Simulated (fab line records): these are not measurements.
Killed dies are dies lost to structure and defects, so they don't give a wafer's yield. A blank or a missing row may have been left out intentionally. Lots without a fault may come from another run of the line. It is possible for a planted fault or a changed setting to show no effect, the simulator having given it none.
Code-filled problem report in 8D (eight disciplines) form -- flow gf180mcu -- the parts of the form that need people (team, actions taken, sign-off) are left out

== 1. THE PROBLEM ==
Mean of biasW at GF_V3_ETCH_17: 1876 W over 2 wafers from 1 lot, against 1200 W (standard deviation 3.5) on wafers with no fault. So: +99 or more standard deviations from the usual mean.
The step: etches SiO2 in C4F8/O2/Ar, stops on TiN, target depth 635 nm.
Seen first at day 27 06:00 on rieDiel-04, wafer L450.3. At this step, 15 wafers from 5 lots have a number in the record. The rule behind "out" and "out of limits": a value lying over 4 standard deviations away from the usual mean. The rest of the wafers with a number are treated as sound.

== 2. WHAT THIS IS AND IS NOT ==
question,is,is not
which readings at this step,biasW,oesProductAu
which lots,L450,"L438, L440, L452, L456"
which wafers of those lots,"L450.3, L450.6",L450.1
read on which tools,rieDiel-04,rieDiel-02
when,from day 27 06:00,"up to then (7 sound wafers); but 6 sound wafers of L452, L456 came after"

== 3. THE SUSPECTS, EACH WITH WHAT RULES IT OUT ==
Counting: if a tool at a process step up to the reading ran every lot that is out, it stays a suspect. Sound lots after the first of them don't rule it out here, since some wafers of a struck lot are sound.
- rieDiel-04 at GF_V3_ETCH_16 (etches BARC in N2/H2): kept. It ran the lot that is out, L450 (day 27 05:59); its last sound lot up to then is L438 (day 23 04:47).
- rieDiel-04 at GF_V3_ETCH_17 (etches SiO2 in C4F8/O2/Ar, stops on TiN, target depth 635 nm): kept. It ran the lot that is out, L450 (day 27 06:00); its last sound lot up to then is L438 (day 23 04:00). Its own biasW readings are out on those wafers.
- Within rieDiel-04 at GF_V3_ETCH_16, the wafers that are out were processed in chamber 0 and their sound lot-mates in chamber 1.
- Within rieDiel-04 at GF_V3_ETCH_17, the wafers that are out were processed in chamber 0 and their sound lot-mates in chamber 1.
Remaining after the count are rieDiel-04 at GF_V3_ETCH_16 and rieDiel-04 at GF_V3_ETCH_17.

== 4. THE CAUSE (what the simulator had put in) ==
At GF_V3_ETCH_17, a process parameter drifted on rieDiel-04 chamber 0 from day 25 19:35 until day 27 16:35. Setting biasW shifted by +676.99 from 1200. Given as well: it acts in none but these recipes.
Counting left 2 suspects, and this tool is among them.

== 5. SEQUENCE OF EFFECTS, ordered by route ==
Each row: a reading where the mean over the struck wafers with a number is more than 3 standard deviations away from the usual. Only readings for which the record gives a usual standard deviation are gone through. hours: the time from each lot's start at the first step in this table that gives one to its start at this step, as a median over the lots. sigmas: the change in usual standard deviations.
hours,step,reading,usual,on struck wafers,change,sigmas
0,GF_V3_ETCH_17,biasW,1200 W,1876,+676,+99 or more
0,GF_V3_STRIP_18,oesProductAu,0.593 a.u.,0.579,-0.014,-3.0
Here are the process steps it includes:
- GF_V3_ETCH_17: etches SiO2 in C4F8/O2/Ar, stops on TiN, target depth 635 nm.
- GF_V3_STRIP_18: strips in O2/N2.

== 6. HOW IT WOULD HAVE BEEN CAUGHT EARLIER ==
In this record no reading fell out of limits until day 27 06:00, 34 hours after the fault had begun at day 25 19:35.
